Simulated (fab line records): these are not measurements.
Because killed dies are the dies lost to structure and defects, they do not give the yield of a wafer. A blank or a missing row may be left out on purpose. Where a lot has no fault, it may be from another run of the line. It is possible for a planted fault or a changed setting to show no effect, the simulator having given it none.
2 desks looking at one fault / flow sky130 / only its own numbers are on each desk; what lay behind them is given at the end

THE METROLOGY DESK
Means of the sampled wafers that have a number, per lot and without regard to the tool the lot ran on: this is what the gauges read. Marked OUT: a lot whose mean sits more than 4 standard deviations from the usual mean, which makes it out of limits; the brackets give that distance.
Columns: A = NWELL_00_OVL at SKY_NWELL_OVL_MEAS_10, usual 1.0 nm; B = cd nm at SKY_VT_ADJUST_NCORE_CD_MEAS_07, usual 380.8 nm; C = SONOS_ONO_OXIDATION_THK at SKY_SONOS_ONO_THK_MEAS_01, usual 2.56 nm
lot=L986; first seen here=day 4 13:22; A=1.6; B=379.4; C=2.58
lot=L989; first seen here=day 5 07:55; A=0.8; B=382.5; C=2.56
lot=L990; first seen here=day 5 14:42; A=-0.9; B=382.0; C=2.57
lot=L991; first seen here=day 5 19:20; A=-1.4; B=377.7; C=2.60
lot=L992; first seen here=day 5 21:46; A=2.4; B=377.2; C=2.53
lot=L993; first seen here=day 6 02:42; A=0.9; B=380.3; C=2.41
lot=L996; first seen here=day 6 21:29; A=1.6; B=378.8; C=2.59
lot=L997; first seen here=day 7 06:14; A=-0.4; B=379.0; C=2.55
lot=L998; first seen here=day 7 13:35; A=0.3; B=380.6; C=2.56
lot=L100; first seen here=day 7 21:51; A=3.2; B=383.2; C=2.65
lot=L106; first seen here=day 9 11:12; A=0.8; B=393.4 (+5.0) OUT; C=2.58
lot=L109; first seen here=day 10 02:08; A=1.9; B=387.3; C=2.56
Finding of this desk: L106 out of limits; the first was L106 at day 14 13:41, on cd nm at SKY_VT_ADJUST_NCORE_CD_MEAS_07. L986, L989, L990, L991, L992, L993, L996, L997, L998, L100, L109: within limits.

DESK OF THE TOOL OWNER: litho track-01
The tool's own readings at SKY_VT_ADJUST_NCORE_DEVELOP_06 (develop time 60 s): means of the sampled wafers that have a number, for each lot that ran on this tool. Marked OUT: a lot whose mean sits more than 4 standard deviations from the usual mean, which makes it out of limits; the brackets give that distance.
Columns: A = exhaust pa at SKY_VT_ADJUST_NCORE_DEVELOP_06, usual 45.0 Pa
lot=L991; first seen here=day 10 01:02; A=45.0
lot=L992; first seen here=day 10 05:10; A=46.2
lot=L993; first seen here=day 10 10:22; A=44.3
lot=L106; first seen here=day 14 13:32; A=44.4
lot=L109; first seen here=day 15 07:20; A=45.1
This desk's verdict: no lot among the 5 shows anything out of limits.

BROUGHT TOGETHER
At day 14 13:41 the metrology desk could have sounded an alarm, on L106.
The desk of the tool owner found nothing out of limits.
The tool owner's desk has L106 on record, within its limits.
All the named lots went through SKY_VT_ADJUST_NCORE_DEVELOP_06 on litho track-01.

WHAT THE SIMULATOR HAD PUT IN
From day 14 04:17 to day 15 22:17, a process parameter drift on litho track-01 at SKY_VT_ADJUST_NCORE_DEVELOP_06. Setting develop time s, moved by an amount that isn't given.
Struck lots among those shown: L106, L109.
Delay in hours, fault start to first out-of-limits reading, per desk: metrology desk 9.
